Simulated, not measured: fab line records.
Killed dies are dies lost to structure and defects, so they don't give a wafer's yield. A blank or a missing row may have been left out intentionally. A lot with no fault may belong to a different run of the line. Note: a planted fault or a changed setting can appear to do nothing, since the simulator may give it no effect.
Problem report in the 8D (eight disciplines) form, filled by code :: flow gf180mcu :: the parts of the form that need people (team, actions taken, sign-off) are left out

## 1. WHAT IS WRONG
Wafers without a fault read 93.05 W, standard deviation 0.061; heater-power-total-W at GF_M4_SOFTBAKE_10 reads a mean of 99.13 W on 9 wafers belonging to 3 lots. So: +99 or more standard deviations from the usual mean.
The step: time 60 s.
First seen on wafer L994.4, day 27 16:45, on litho-track-03. The record has a number at this step for 45 wafers belonging to 15 lots. By rule, "out" or "out of limits" means more than 4 standard deviations away from the usual mean. The rest of the wafers with a number are treated as sound.

## 2. WHAT THIS IS AND IS NOT
question: which readings at this step
is: heater-power-total-W, run-length-s
is not: -

question: which lots
is: L994, L996, L997
is not: L102, L103, L981, L982, L984, L985, L986, L987, L988, L993, L995, L998

question: which wafers of those lots
is: all that have a number
is not: -

question: read on which tools
is: litho-track-03
is not: litho-track-01, litho-track-02

question: when
is: from day 27 16:45
is not: up to then (24 sound wafers); but 12 sound wafers of L102, L103, L995, L998 came after

## 3. WHAT RULES OUT EACH SUSPECT
Counting: any tool at a process step up to the reading is kept as a suspect provided that every lot that is out went through it and no sound lot did after the first of them.
- litho-track-03 at GF_M4_SOFTBAKE_10 (time 60 s): kept. It ran every lot that is out, first L994 (day 27 16:45), and no sound lot after that; its last sound lot up to then is L984 (day 24 14:08). On those wafers its own readings are out: heater-power-total-W, run-length-s.
Left after counting: litho-track-03 at GF_M4_SOFTBAKE_10.

## 4. THE CAUSE (what the simulator had put in)
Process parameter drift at GF_M4_SOFTBAKE_10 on litho-track-03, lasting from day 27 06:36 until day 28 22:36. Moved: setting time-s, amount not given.
This tool alone remained once counting was done.

## 5. THE EFFECT CHAIN, in route order
One row per reading whose mean, taken over the struck wafers that have a number, lies over 3 standard deviations from the usual. Readings are gone through only where the record gives a usual standard deviation; hours: the median, over the lots, of the time from a lot's start at the first step in this table giving one to that lot's start at this step; sigmas: the change measured in usual standard deviations.
hours: 0
step: GF_M4_SOFTBAKE_10
reading: heater-power-total-W
usual: 93.05 W
on struck wafers: 99.13
change: +6.08
sigmas: +99 or more

hours: 0
step: GF_M4_SOFTBAKE_10
reading: run-length-s
usual: 89.32 s
on struck wafers: 78.50
change: -10.82
sigmas: -83
Here are the process steps it includes:
- GF_M4_SOFTBAKE_10: time 60 s.

## 6. WHAT WOULD HAVE CAUGHT IT SOONER
The fault began at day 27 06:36; the first out-of-limits reading in this record came at day 27 16:45, 10 hours later.
